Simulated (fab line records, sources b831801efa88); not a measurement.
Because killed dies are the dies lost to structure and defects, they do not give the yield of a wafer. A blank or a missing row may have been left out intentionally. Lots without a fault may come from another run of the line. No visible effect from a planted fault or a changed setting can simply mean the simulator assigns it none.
Which tool was responsible? ; flow gf180mcu ; 14 lots with 42 wafers sampled at 2 steps, on a route of 602 steps

WHAT THE GAUGES SHOWED, per wafer
The record lacks any reading of a measuring or inspecting step that a usual standard deviation could be used to judge.

TOOL THAT RAN EACH LOT (tool first, then ch and the chambers of the sampled wafers, then the start)
lot;GF_V1_PEB_12;GF_V1_SPUTTER_22
L833;litho_track-04 ch 0, day 18 07:57;pvd_sputter-01, day 18 09:07
L834;litho_track-03 ch 0, day 18 11:54;pvd_sputter-01, day 18 13:02
L835;litho_track-02 ch 0, day 18 23:17;pvd_sputter-02, day 19 00:38
L837;litho_track-02 ch 0, day 19 16:39;pvd_sputter-01, day 19 17:50
L839;litho_track-02 ch 0, day 20 11:11;pvd_sputter-02, day 20 12:27
L840;litho_track-04 ch 0, day 20 20:40;pvd_sputter-04, day 20 21:52
L844;litho_track-03 ch 0, day 22 11:29;pvd_sputter-02, day 22 12:41
L846;litho_track-04 ch 0, day 23 04:29;pvd_sputter-02, day 23 05:37
L847;litho_track-02, day 23 17:05;pvd_sputter-04, day 23 18:19
L848;litho_track-04, day 23 23:48;pvd_sputter-04, day 24 01:19
L849;litho_track-04 ch 0, day 24 05:53;pvd_sputter-04, day 24 07:02
L850;litho_track-04 ch 0, day 24 08:47;pvd_sputter-02, day 24 09:55
L853;litho_track-03 ch 0, day 25 04:56;pvd_sputter-04, day 25 06:10
L856;litho_track-04 ch 0, day 26 05:11;pvd_sputter-01, day 26 06:19
- GF_V1_PEB_12: peb time 90 s.
- GF_V1_SPUTTER_22: material TiN, target thk 10 nm, time 40 s.

WHAT THE TOOLS THEMSELVES READ (means of the sampled wafers that have a number; where no wafer has one, the mark that the record gives instead)
GF_V1_PEB_12. Usual: chill_plate_temp_C 23.00 C, standard deviation 0.11; exhaust_pa 45.1 Pa, standard deviation 1.
lot;tool;chill_plate_temp_C (C);exhaust_pa (Pa);flag
L833;litho_track-04;23.10;45.0;
L834;litho_track-03;22.88;45.9;
L835;litho_track-02;22.90;44.4;
L837;litho_track-02;22.93;45.6;
L839;litho_track-02;23.08;46.8;
L840;litho_track-04;22.99;46.2;
L844;litho_track-03;22.91;44.5;
L846;litho_track-04;22.91;45.4;
L847;litho_track-02;-;-;OFF
L848;litho_track-04;-;-;OFF
L849;litho_track-04;23.14;43.6;
L850;litho_track-04;23.01;44.4;
L853;litho_track-03;23.14;44.7;
L856;litho_track-04;22.90;46.2;

GF_V1_SPUTTER_22. Usual: 29.4 % for throttle_valve_pct, sd 0.81.
lot;tool;throttle_valve_pct (%);flag
L833;pvd_sputter-01;30.0;
L834;pvd_sputter-01;29.8;
L835;pvd_sputter-02;29.6;
L837;pvd_sputter-01;30.0;
L839;pvd_sputter-02;30.0;
L840;pvd_sputter-04;28.1;
L844;pvd_sputter-02;29.7;
L846;pvd_sputter-02;30.5;
L847;pvd_sputter-04;28.6;
L848;pvd_sputter-04;28.1;
L849;pvd_sputter-04;28.8;
L850;pvd_sputter-02;29.8;
L853;pvd_sputter-04;28.3;
L856;pvd_sputter-01;29.6;

THE ANSWER, worked out from the rows above alone
Rule: take the mean of a lot's wafers that have a number; if it is more than 3 standard deviations from the usual mean, the lot is off. A lot without any number at a reading at which 4 lots or more have one is off too. The other lots that the step has rows for count as sound. After the gauges, taken in route order, come the tools' own readings; for these a lot's mean is taken, as printed above. The first step at which some lot is off is used, and at that step the reading that is off furthest; a lot without a number counts as furthest.
Off, at GF_V1_PEB_12 on chill_plate_temp_C: L847, L848. Without a number there: L847, L848.
If a tool, at that step or one of the process steps before it, ran each lot that is off and ran no sound lot following the first of them, it fits. Of those tried, none fits.

WHAT THE SIMULATOR HAD PUT IN
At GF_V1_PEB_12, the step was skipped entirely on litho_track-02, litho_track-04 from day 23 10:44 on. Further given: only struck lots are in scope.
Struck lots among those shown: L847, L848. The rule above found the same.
